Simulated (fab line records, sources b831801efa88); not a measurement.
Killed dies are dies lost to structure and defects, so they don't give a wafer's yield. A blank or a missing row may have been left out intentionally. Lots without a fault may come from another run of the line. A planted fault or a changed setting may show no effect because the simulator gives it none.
A struck lot beside a sound one ; flow gf180mcu ; 27 steps out of a route of 602
Sound: these wafers, L178.2, L178.3, L178.5. Wafers L184.1, L184.2, L184.3 were the ones struck. Last of all comes the cause.
Per side, at each step with rows, come the tool, then ch with its chambers, and then its first start. Under that, the readings that differ: sound wafers ; struck wafers ; difference of the means ; sigmas: that difference in standard deviations of wafers without a fault.
alike: readings with means less than 2 such deviations apart, plus words and numbers identical on both sides. not compared: withheld readings, readings lacking a value on some wafer, bounds such as >300 that could conceal the same value, and numbers that have no deviation in the record and whose values overlap.
Wherever a step has rows on one side only, a row that says differs or no value, or a row with sigmas, the two part there. When numbers do not overlap yet have no deviation, they are printed without sigmas and do not part them. Lack of a reading on every wafer of one side parts them only where that side has two or more wafers.

first, 1 step without rows for these wafers: GF_MVPSD_IMPLANT_09.
GF_MVPSD_STRIP_10: strips in O2/N2.
  sound on plasmaAsher-04 ch 0,1, day 7 22:33; struck on plasmaAsher-04 ch 0,1, day 9 05:33
  alike: chamberPressureMTorr, drypumpMotorCurrentA, heaterPowerW, oesProductAu, stripTimeToEndpointS
  not compared: rfHoursCounterH
GF_MVPSD_TW_MEAS_11:
  sound on filmMetro-03 at day 7 22:40; struck on filmMetro-02 at day 9 05:39
  alike: MVPSD_TW
then, 7 steps without rows for these wafers: GF_VT_IMPLANT_DEHYDRATE_00 (time 60 s); GF_VT_IMPLANT_HMDS_01 (prime time 60 s); GF_VT_IMPLANT_COAT_02 (resist thk 1000 nm); GF_VT_IMPLANT_SOFTBAKE_03 (time 60 s); GF_VT_IMPLANT_EXPOSE_04 (exposes mask LVPWELL LV AREA, target cd 600 nm); GF_VT_IMPLANT_PEB_05; GF_VT_IMPLANT_DEVELOP_06 (develop time 60 s).
GF_VT_IMPLANT_OVL_MEAS_07:
  sound on overlay-01 at day 8 15:26; struck on overlay-01 at day 9 22:53
  alike: VT_IMPLANT_OVL
then, 1 step without rows for these wafers: GF_VT_IMPLANT_IMPLANT_08.
GF_VT_IMPLANT_STRIP_09: strips in O2/N2.
  sound on plasmaAsher-04 ch 0,1, day 8 15:37; struck on plasmaAsher-02 ch 0,1, day 9 23:04
  no value came back on the struck wafers for any of 5 readings (chamberPressureMTorr (mTorr), drypumpMotorCurrentA (A) and others); on the sound wafers chamberPressureMTorr (mTorr) reads 1502.5 1498.6 1500.9
reading;sound;struck;difference;sigmas
model.NOVOLAK_of_VT_IMPLANT_COAT_02.thkNm (nm);0 0 0;1000 999.8 999.8;+1000;
  not compared: rfHoursCounterH
GF_VT_IMPLANT_TW_MEAS_10:
  sound on filmMetro-03 at day 8 15:44; struck on filmMetro-03 at day 9 23:10
  alike: VT_IMPLANT_TW
then, 7 steps without rows for these wafers: GF_VT_IMPLANT_DEHYDRATE_11 (time 60 s); GF_VT_IMPLANT_HMDS_12 (prime time 60 s); GF_VT_IMPLANT_COAT_13 (resist thk 1000 nm); GF_VT_IMPLANT_SOFTBAKE_14 (time 60 s); GF_VT_IMPLANT_EXPOSE_15 (exposes mask Nwell LV AREA, target cd 860 nm); GF_VT_IMPLANT_PEB_16; GF_VT_IMPLANT_DEVELOP_17 (develop time 60 s).
GF_VT_IMPLANT_OVL_MEAS_18:
  sound on overlay-02 at day 9 08:38; struck on overlay-02 at day 10 17:02
  alike: VT_IMPLANT_01_OVL
then, 1 step without rows for these wafers: GF_VT_IMPLANT_IMPLANT_19.
GF_VT_IMPLANT_STRIP_20: strips in O2/N2.
  sound on plasmaAsher-02 ch 0,1, day 9 08:49; struck on plasmaAsher-04 ch 0,1, day 10 17:13
reading;sound;struck;difference;sigmas
stripTimeToEndpointS (s);12.689 12.661 12.648;27.635 27.589 27.586;+14.937;+99 or more
  alike: chamberPressureMTorr, drypumpMotorCurrentA, heaterPowerW, oesProductAu
  not compared: rfHoursCounterH
GF_VT_IMPLANT_TW_MEAS_21:
  sound on filmMetro-02 at day 9 08:56; struck on filmMetro-01 at day 10 17:19
reading;sound;struck;difference;sigmas
VT_IMPLANT_2_TW;1209 1210 1210;30 30 30;-1180;-99 or more
then, 1 step without rows for these wafers: GF_VT_IMPLANT_DEHYDRATE_22 (time 60 s).
-- record jumps: 23 days separate the struck wafers' starts on either side; left off in module VT_IMPLANT, taken up again in module PASSIVATION, whose first shown step is the route's number 602 --
GF_PASSIVATION_PROBE_99:
  only the struck wafers here have rows in the record (prober-01, day 33 18:58); the sound ones have none

## WHERE THEY PART
First at GF_VT_IMPLANT_STRIP_09; last, within this record, at GF_PASSIVATION_PROBE_99.

WHY: whatever the simulator had introduced
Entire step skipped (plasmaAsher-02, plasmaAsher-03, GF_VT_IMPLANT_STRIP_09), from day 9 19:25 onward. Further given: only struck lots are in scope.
